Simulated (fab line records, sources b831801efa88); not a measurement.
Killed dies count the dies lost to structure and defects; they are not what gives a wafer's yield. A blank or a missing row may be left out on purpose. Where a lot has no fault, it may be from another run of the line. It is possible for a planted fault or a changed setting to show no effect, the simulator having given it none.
2 desks, one fault -- flow gf180mcu -- each desk holds nothing but its own numbers, with what lay behind them at the end

== FOR THE TOOL OWNER'S DESK: pvd sputter-02 ==
The tool's own readings at GF_MIM_SPUTTER_04 (material TiN, target thk 50 nm, time 41.7 s): means of the sampled wafers that have a number, for each lot that ran on this tool. Marked OUT: a lot whose mean sits more than 4 standard deviations from the usual mean, which makes it out of limits; the brackets give that distance.
Columns: A = throttle valve pct at GF_MIM_SPUTTER_04, usual 29.9 %
lot,first seen here,A
L313,day 27 20:26,29.7
L321,day 30 03:34,29.4
L322,day 30 11:58,29.6
L324,day 30 22:33,30.2
Result from this desk: across the 4 lots, nothing is out of limits.

== AT THE METROLOGY DESK ==
Means of the sampled wafers that have a number, per lot and without regard to the tool the lot ran on: this is what the gauges read. Marked OUT: a lot whose mean sits more than 4 standard deviations from the usual mean, which makes it out of limits; the brackets give that distance.
Columns: A = V4_W_RS at GF_V4_RS_MEAS_24, usual 0.327 ohm/sq; B = V4_W_THK at GF_V4_THK_MEAS_25, usual 363 nm; C = MIM_CVD_05_THK at GF_MIM_THK_MEAS_06, usual 42.0 nm; D = MIM_ALCU_RS at GF_MIM_RS_MEAS_10, usual 0.1608 ohm/sq; E = MIM_ALCU_THK at GF_MIM_THK_MEAS_11, usual 199.8 nm; F = cd nm at GF_M5_CD_MEAS_07, usual 280.0 nm; G = M5_OVL at GF_M5_OVL_MEAS_08, usual 0 nm
lot,first seen here,A,B,C,D,E,F,G
L305,day 25 02:59,0.322,367,42.3,0.1623,198.3,279.1,9
L313,day 27 19:48,0.322,372,41.3,0.1600,199.1,280.2,4
L321,day 30 02:55,0.326,367,42.7,0.1599,199.6,280.9,3
L322,day 30 11:20,0.327,361,41.9,0.1635,197.1,280.1,6
L324,day 30 21:34,0.330,359,42.7,0.1616,198.7,279.3,-10
L325,day 31 00:16,0.326,366,42.0,0.1625,199.1,281.2,3
L326,day 31 14:08,0.327,359,42.9,0.1581,202.0,279.0,0
Result from this desk: across the 7 lots, nothing is out of limits.

== BROUGHT TOGETHER ==
Nothing out of limits was seen by the tool owner's desk.
The metrology desk saw nothing out of limits.

== WHAT WAS PUT IN BY THE SIMULATOR ==
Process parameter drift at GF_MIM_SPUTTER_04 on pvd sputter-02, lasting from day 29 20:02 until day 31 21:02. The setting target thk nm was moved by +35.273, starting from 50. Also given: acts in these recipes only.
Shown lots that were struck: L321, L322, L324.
